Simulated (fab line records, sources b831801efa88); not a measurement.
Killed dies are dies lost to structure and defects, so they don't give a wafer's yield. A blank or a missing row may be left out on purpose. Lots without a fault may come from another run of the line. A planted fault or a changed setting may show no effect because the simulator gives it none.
A struck lot beside a sound one | flow gf180mcu | 26 steps out of a route of 602
Sound: wafers L980.3, L980.4, L980.6. Struck: wafers L975.2, L975.3, L975.4. The cause comes at the end.
At each step with rows: each side's tool, then ch and its chambers, then its first start. Under that, the readings that differ: sound wafers | struck wafers | difference of the means | sigmas: that difference in standard deviations of wafers without a fault.
alike: readings whose means differ by less than 2 such deviations, and words and numbers that are the same on both sides. not compared: withheld readings, readings that some wafer has no value for, bounds like >300 that may hide the same value, and numbers for which the record gives no deviation and whose values overlap.
The two part at a step that has a row with sigmas, a row that says differs or no value, or rows on one side only. Numbers that don't overlap but have no deviation are shown without sigmas and don't part them. A reading that every wafer of one side lacks parts them only if that side has two wafers or more.

GF_NWELL_STRIP_10: strips in O2/N2.
  sound on plasma_asher-01 ch 0,1, day 6 23:46; struck on plasma_asher-04 ch 0,1, day 5 21:05
  alike: chamber_pressure_mTorr, drypump_motor_current_A, heater_power_w, oes_product_au, strip_time_to_endpoint_s
  not compared: rf_hours_counter_h
GF_NWELL_TW_MEAS_11:
  sound on film_metro-01, day 6 23:51; struck on film_metro-01, day 5 21:11
  alike: NWELL_TW
then, 7 steps without rows for these wafers: GF_LVPWELL_DEHYDRATE_00 (time 60 s); GF_LVPWELL_HMDS_01 (prime time 60 s); GF_LVPWELL_COAT_02 (resist thk 3000 nm); GF_LVPWELL_SOFTBAKE_03; GF_LVPWELL_EXPOSE_04 (exposes mask LVPWELL, target cd 600 nm); GF_LVPWELL_PEB_05; GF_LVPWELL_DEVELOP_06 (develop time 60 s).
GF_LVPWELL_OVL_MEAS_07:
  sound on overlay-02, day 7 15:43; struck on overlay-01, day 6 12:12
  reading          | sound       | struck         | difference | sigmas
  LVPWELL_OVL (nm) | 0.6 0.9 1.2 | -1.1 -1.5 -1.9 | -2.4       | -2
then, 2 steps without rows for these wafers: GF_LVPWELL_IMPLANT_08; GF_LVPWELL_IMPLANT_09.
GF_LVPWELL_STRIP_10: strips in O2/N2.
  sound on plasma_asher-02 ch 0,1, day 7 16:04; struck on plasma_asher-04 ch 0,1, day 6 12:32
  no value came back on the struck wafers for any of 5 readings (chamber_pressure_mTorr (mTorr), drypump_motor_current_A (A) and others); on the sound wafers chamber_pressure_mTorr (mTorr) reads 1501.6 1499.8 1499.8
  reading                                   | sound | struck         | difference | sigmas
  model.coat_of_LVPWELL_COAT_02.thk_nm (nm) | 0 0 0 | 3002 2991 2991 | +2995      |
  not compared: rf_hours_counter_h
GF_LVPWELL_TW_MEAS_11:
  sound on film_metro-04, day 7 16:10; struck on film_metro-04, day 6 12:38
  alike: LVPWELL_TW
then, 7 steps without rows for these wafers: GF_MVSD_DEHYDRATE_00 (time 60 s); GF_MVSD_HMDS_01 (prime time 60 s); GF_MVSD_COAT_02 (resist thk 3000 nm); GF_MVSD_SOFTBAKE_03; GF_MVSD_EXPOSE_04 (exposes mask MVSD, target cd 1000 nm); GF_MVSD_PEB_05; GF_MVSD_DEVELOP_06 (develop time 60 s).
GF_MVSD_OVL_MEAS_07:
  sound on overlay-01, day 8 08:20; struck on overlay-02, day 7 04:25
  alike: MVSD_OVL
then, 2 steps without rows for these wafers: GF_MVSD_IMPLANT_08; GF_MVSD_IMPLANT_09.
GF_MVSD_STRIP_10: strips in O2/N2.
  sound on plasma_asher-01 ch 0,1, day 8 08:41; struck on plasma_asher-03 ch 0,1, day 7 04:44
  reading                      | sound             | struck            | difference | sigmas
  oes_product_au (a.u.)        | 0.714 0.726 0.719 | 0.747 0.747 0.747 | +0.027     | +6
  strip_time_to_endpoint_s (s) | 36.86 36.81 36.83 | 81.40 81.26 81.14 | +44.43     | +99 or more
  alike: chamber_pressure_mTorr, drypump_motor_current_A, heater_power_w
  not compared: rf_hours_counter_h
GF_MVSD_TW_MEAS_11:
  sound on film_metro-03, day 8 08:47; struck on film_metro-01, day 7 05:05
  reading | sound          | struck   | difference | sigmas
  MVSD_TW | 1567 1577 1572 | 30 30 30 | -1542      | -99 or more
  not compared: hold

WHERE THEY PART
First at GF_LVPWELL_OVL_MEAS_07; last, within this record, at GF_MVSD_TW_MEAS_11.

WHY: what the simulator had put in
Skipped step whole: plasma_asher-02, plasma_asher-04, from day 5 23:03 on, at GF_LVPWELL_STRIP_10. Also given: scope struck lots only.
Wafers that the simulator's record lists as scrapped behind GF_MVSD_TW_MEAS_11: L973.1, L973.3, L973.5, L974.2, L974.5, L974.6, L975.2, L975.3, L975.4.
